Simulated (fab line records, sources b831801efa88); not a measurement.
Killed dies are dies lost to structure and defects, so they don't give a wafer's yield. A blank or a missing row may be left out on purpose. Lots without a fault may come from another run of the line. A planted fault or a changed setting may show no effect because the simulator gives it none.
Which tool did it? | flow sky130 | 24 lots, 72 wafers sampled, at 3 steps of a route of 708

WHAT THE GAUGES READ, wafer by wafer
SKY_METAL3_CD_MEAS_13: target cd 300 nm.
lot  | measured     | on        | cd_nm (nm)
L074 | day 38 19:32 | cd_sem-01 | 300.6 299.0 299.8
L075 | day 38 19:55 | cd_sem-02 | 301.3 302.2 301.0
L076 | day 39 00:26 | cd_sem-01 | 298.1 297.7 298.4
L077 | day 39 07:50 | cd_sem-02 | 298.6 299.8 299.3
L078 | day 39 14:44 | cd_sem-01 | 300.3 300.3 300.7
L079 | day 39 23:52 | cd_sem-01 | 296.9 296.4 297.3
L080 | day 40 05:50 | cd_sem-01 | 299.4 298.3 298.3
L081 | day 40 21:13 | cd_sem-01 | 300.3 300.2 300.0
L082 | day 41 03:08 | cd_sem-02 | 299.2 300.1 300.3
L084 | day 41 16:08 | cd_sem-02 | 301.3 300.9 301.4
L083 | day 41 16:35 | cd_sem-01 | 300.5 299.5 300.1
L086 | day 42 17:08 | cd_sem-01 | 299.8 301.0 301.0
L085 | day 42 19:47 | cd_sem-02 | 298.8 300.1 300.0
L088 | day 43 10:40 | cd_sem-01 | 300.6 300.2 301.1
L087 | day 43 11:47 | cd_sem-02 | 298.7 301.0 300.1
L089 | day 43 13:41 | cd_sem-02 | 301.0 300.6 300.2
L090 | day 43 20:05 | cd_sem-02 | 297.4 297.7 296.9
L091 | day 44 00:02 | cd_sem-02 | 298.6 298.7 299.8
L092 | day 44 01:35 | cd_sem-01 | 298.8 297.8 297.1
L093 | day 44 08:14 | cd_sem-01 | 300.6 300.4 302.4
L094 | day 44 09:15 | cd_sem-02 | 300.8 300.5 299.6
L095 | day 44 11:55 | cd_sem-02 | 302.3 302.1 301.7
L096 | day 45 00:03 | cd_sem-01 | 302.0 301.2 302.4
L097 | day 45 04:29 | cd_sem-02 | 298.9 298.6 299.9

SKY_METAL4_OVL_MEAS_14.
lot  | measured     | on         | METAL4_OVL (nm)
L074 | day 42 02:07 | overlay-01 | -13 -14 -11
L075 | day 42 02:43 | overlay-01 | -7 -9 -13
L076 | day 42 06:01 | overlay-02 | -4 -7 2
L077 | day 42 12:43 | overlay-01 | 7 4 2
L078 | day 42 19:31 | overlay-01 | -8 -10 -9
L079 | day 43 04:07 | overlay-02 | -4 0 -3
L080 | day 43 09:28 | overlay-01 | -4 -5 -3
L081 | day 43 23:01 | overlay-02 | -10 -5 -10
L082 | day 44 05:55 | overlay-02 | -4 -4 -5
L084 | day 44 17:11 | overlay-02 | -2 0 4
L083 | day 44 17:55 | overlay-01 | -1 -8 -7
L086 | day 45 16:01 | overlay-01 | -3 3 4
L085 | day 45 19:46 | overlay-02 | -1 -1 5
L088 | day 46 07:10 | overlay-02 | 0 -2 5
L087 | day 46 09:29 | overlay-02 | 3 5 2
L089 | day 46 12:25 | overlay-02 | -5 -1 -4
L090 | day 46 16:37 | overlay-01 | 4 4 6
L091 | day 46 20:49 | overlay-01 | 3 1 -1
L092 | day 46 22:16 | overlay-01 | -3 -7 -5
L093 | day 47 04:22 | overlay-01 | -3 -10 -4
L094 | day 47 04:50 | overlay-01 | 1 -3 1
L095 | day 47 06:52 | overlay-02 | -1 -9 -6
L096 | day 47 18:28 | overlay-02 | -1 -3 -8
L097 | day 48 03:29 | overlay-01 | -4 2 -8

WHICH TOOL RAN EACH LOT (tool, then ch and the chambers of the sampled wafers, then the start)
lot  | SKY_VIA3_STRIP_16
L074 | plasma_asher-02 ch 0,1, day 39 23:06
L075 | plasma_asher-03 ch 1, day 39 23:30
L076 | plasma_asher-02 ch 0,1, day 40 03:08
L077 | plasma_asher-04 ch 0,1, day 40 11:06
L078 | plasma_asher-04 ch 0,1, day 40 17:09
L079 | plasma_asher-04 ch 0,1, day 41 02:51
L080 | plasma_asher-04 ch 0,1, day 41 08:06
L081 | plasma_asher-02 ch 0,1, day 41 23:14
L082 | plasma_asher-04 ch 0,1, day 42 05:03
L084 | plasma_asher-02 ch 0,1, day 42 17:20
L083 | plasma_asher-03 ch 0,1, day 42 17:45
L086 | plasma_asher-03 ch 0,1, day 43 17:54
L085 | plasma_asher-03 ch 0,1, day 43 21:12
L088 | plasma_asher-04 ch 0,1, day 44 10:48
L087 | plasma_asher-04 ch 0,1, day 44 12:08
L089 | plasma_asher-04 ch 0, day 44 14:33
L090 | plasma_asher-02 ch 0,1, day 44 20:33
L091 | plasma_asher-03 ch 0,1, day 45 00:33
L092 | plasma_asher-02 ch 0,1, day 45 01:24
L093 | plasma_asher-03 ch 0,1, day 45 08:08
L094 | plasma_asher-02 ch 0,1, day 45 09:10
L095 | plasma_asher-03 ch 0,1, day 45 11:44
L096 | plasma_asher-02 ch 0,1, day 45 23:51
L097 | plasma_asher-04 ch 0,1, day 46 09:59
- SKY_VIA3_STRIP_16: strips in O2/N2.

WHAT THE TOOLS THEMSELVES READ (means of the sampled wafers that have a number; where no wafer has one, the mark that the record gives instead)
SKY_VIA3_STRIP_16.
lot  | tool            | drypump_motor_current_A (A) | oes_product_au (a.u.) | strip_time_to_endpoint_s (s)
L074 | plasma_asher-02 | 5.6                         | 0.403                 | 4.12
L075 | plasma_asher-03 | 5.9                         | 0.404                 | 4.14
L076 | plasma_asher-02 | 5.6                         | 0.394                 | 4.11
L077 | plasma_asher-04 | 5.1                         | 0.405                 | 4.11
L078 | plasma_asher-04 | 5.2                         | 0.407                 | 4.14
L079 | plasma_asher-04 | 5.2                         | 0.402                 | 4.12
L080 | plasma_asher-04 | 5.1                         | 0.403                 | 4.09
L081 | plasma_asher-02 | 5.5                         | 0.404                 | 4.13
L082 | plasma_asher-04 | 5.1                         | 0.407                 | 4.13
L084 | plasma_asher-02 | 5.5                         | 0.402                 | 4.12
L083 | plasma_asher-03 | 5.9                         | 0.404                 | 4.13
L086 | plasma_asher-03 | 6.0                         | 0.402                 | 4.11
L085 | plasma_asher-03 | 6.0                         | 0.400                 | 4.14
L088 | plasma_asher-04 | 5.2                         | 0.402                 | 4.15
L087 | plasma_asher-04 | 5.1                         | 0.400                 | 4.11
L089 | plasma_asher-04 | 5.3                         | 0.401                 | 4.13
L090 | plasma_asher-02 | 5.5                         | 0.407                 | 4.14
L091 | plasma_asher-03 | 5.9                         | 0.398                 | 4.10
L092 | plasma_asher-02 | 5.5                         | 0.404                 | 4.09
L093 | plasma_asher-03 | 6.0                         | 0.400                 | 4.14
L094 | plasma_asher-02 | 5.5                         | 0.397                 | 4.10
L095 | plasma_asher-03 | 5.9                         | 0.395                 | 4.13
L096 | plasma_asher-02 | 5.5                         | 0.401                 | 4.12
L097 | plasma_asher-04 | 5.1                         | 0.404                 | 4.14

THE ANSWER, worked out from the rows above alone
Rule: what is usual is taken from the lots themselves. Put in order of their means at a reading, lots are off if they are a third of the lots or fewer, leave a main group of 4 or more, and stand apart from it by a gap of 3 or more times the standard deviation of the main group's means; of several such gaps the widest counts. A main group whose means are all the same, to the digits that the tables above print for the reading, isn't used. A lot without any number at a reading at which 4 lots or more have one is off too. The other lots that the step has rows for count as sound. The gauges are gone through in route order, then the tools' own readings, and for those a lot's mean is taken as printed above. The first step at which some lot is off is used, and at that step the reading that is off furthest; a lot without a number counts as furthest.
No lot is off at any reading shown: from this, nothing can be told.

WHAT THE SIMULATOR HAD PUT IN
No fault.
